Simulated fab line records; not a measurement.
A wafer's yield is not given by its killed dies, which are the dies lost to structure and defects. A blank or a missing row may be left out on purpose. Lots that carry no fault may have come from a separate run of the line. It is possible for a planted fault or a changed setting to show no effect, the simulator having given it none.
Which of the tools did it? + flow gf180mcu + route of 602 steps, sampled at 1 step: 7 lots, 21 wafers

## WHAT EACH GAUGE READ, for each wafer
GF_V1_RS_MEAS_24: a four-point-probe measurement.
| lot  | measured     | on            | V1_W_RS (ohm/sq)  |
|------|--------------|---------------|-------------------|
| L735 | day 19 00:46 | film-metro-04 | 0.323 0.333 0.331 |
| L737 | day 19 17:43 | film-metro-02 | 0.332 0.336 0.335 |
| L739 | day 20 15:52 | film-metro-02 | 0.324 0.333 0.328 |
| L744 | day 22 11:36 | film-metro-04 | 0.324 0.325 0.335 |
| L753 | day 25 08:46 | film-metro-01 | 0.319 0.331 0.322 |
| L755 | day 26 03:23 | film-metro-01 | 0.339 0.324 0.327 |
| L757 | day 26 11:23 | film-metro-01 | 0.329 0.328 0.327 |

## TOOL THAT RAN EACH LOT (tool first, then ch and the chambers of the sampled wafers, then the start)
Before these readings, the record contains no process step.

## THE ANSWER, worked out from the rows above alone
Rule: usual is defined by the lots themselves. The widest of any qualifying gaps counts: lots, ordered by their means at a reading, are off when they make up no more than a third of the lots, leave a main group of 4 or more, and stand apart from it by 3 or more times the standard deviation of that group's means. A main group is skipped when, at the precision printed for the reading in the tables above, its means are all equal. A lot without any number at a reading at which 4 lots or more have one is off too. The other lots that the step has rows for count as sound.
Nothing can be told from this: no lot is off at any reading shown.

## WHAT THE SIMULATOR PUT IN
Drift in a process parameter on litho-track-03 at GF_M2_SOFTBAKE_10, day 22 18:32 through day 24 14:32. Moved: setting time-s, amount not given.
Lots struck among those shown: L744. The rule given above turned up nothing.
